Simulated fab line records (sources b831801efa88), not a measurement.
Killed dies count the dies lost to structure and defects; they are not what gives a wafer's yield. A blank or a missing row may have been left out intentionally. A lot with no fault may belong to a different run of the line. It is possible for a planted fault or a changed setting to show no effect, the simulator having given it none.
Chamber matching + flow gf180mcu + 4 sister chambers for GF_V3_ETCH_16 on rie_diel-04
The step etches BARC in N2/H2. 8 wafers are shown with their chamber, then 12 later ones without.

== WAFERS WITH THEIR CHAMBER ==
| wafer  | chamber | throttle_valve_pct (%) | h2_flow_sccm (sccm) |
|--------|---------|------------------------|---------------------|
| L085.1 | 2       | 13.222                 | 199.7               |
| L085.6 | 3       | 13.219                 | 199.5               |
| L088.2 | 3       | 13.233                 | 198.4               |
| L088.4 | 2       | 13.217                 | 200.5               |
| L088.5 | 1       | 13.231                 | 200.7               |
| L089.3 | 1       | 13.225                 | 200.0               |
| L089.4 | 0       | 13.252                 | 200.7               |
| L089.6 | 0       | 13.224                 | 199.9               |

== WAFERS WHOSE CHAMBER IS MISSING ==
| wafer  | throttle_valve_pct (%) | h2_flow_sccm (sccm) |
|--------|------------------------|---------------------|
| L091.2 | 13.242                 | 199.7               |
| L091.4 | 13.224                 | 200.2               |
| L091.5 | 13.240                 | 200.2               |
| L092.1 | 13.238                 | 201.0               |
| L092.2 | 13.215                 | 199.4               |
| L092.3 | 13.238                 | 200.9               |
| L095.1 | 13.230                 | 198.8               |
| L095.4 | 13.234                 | 199.7               |
| L095.6 | 13.228                 | 199.8               |
| L097.1 | 13.204                 | 199.8               |
| L097.3 | 13.222                 | 199.6               |
| L097.4 | 13.220                 | 199.9               |

== WHICH CHAMBER EACH WENT THROUGH ==
| wafer  | from the rows above               | in truth |
|--------|-----------------------------------|----------|
| L091.2 | can't be placed: 0 or 1 or 3 or 2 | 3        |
| L091.4 | can't be placed: 2 or 1 or 0 or 3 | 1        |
| L091.5 | can't be placed: 0 or 1 or 2      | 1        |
| L092.1 | can't be placed: 0 or 1 or 2      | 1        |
| L092.2 | can't be placed: 2 or 3 or 1 or 0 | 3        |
| L092.3 | can't be placed: 0 or 1 or 2      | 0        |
| L095.1 | can't be placed: 3 or 2           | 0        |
| L095.4 | can't be placed: 0 or 1 or 3 or 2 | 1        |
| L095.6 | can't be placed: 2 or 1 or 0 or 3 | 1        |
| L097.1 | can't be placed: 2 or 1 or 3 or 0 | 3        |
| L097.3 | can't be placed: 2 or 3 or 1 or 0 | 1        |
| L097.4 | can't be placed: 2 or 1 or 3 or 0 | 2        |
Correct placement for 0 of the 12. From these rows, 12 cannot be placed; in 11 the true chamber is one of the candidates. Placed wrongly: 0.
How it was worked out, from the rows above alone: a wafer's distance from a chamber is the root of the sum, over the readings, of the square of ((its reading less the chamber's mean) divided by the reading's scatter). The wafer belongs to the nearest chamber; if the next one is less than 2 further off, it can't be placed. The mean given for a chamber averages the wafers shown for that chamber. The scatter is the square root of a quotient: the sum, over the shown wafers, of each reading's squared deviation from its chamber's mean, divided by wafers minus chambers.
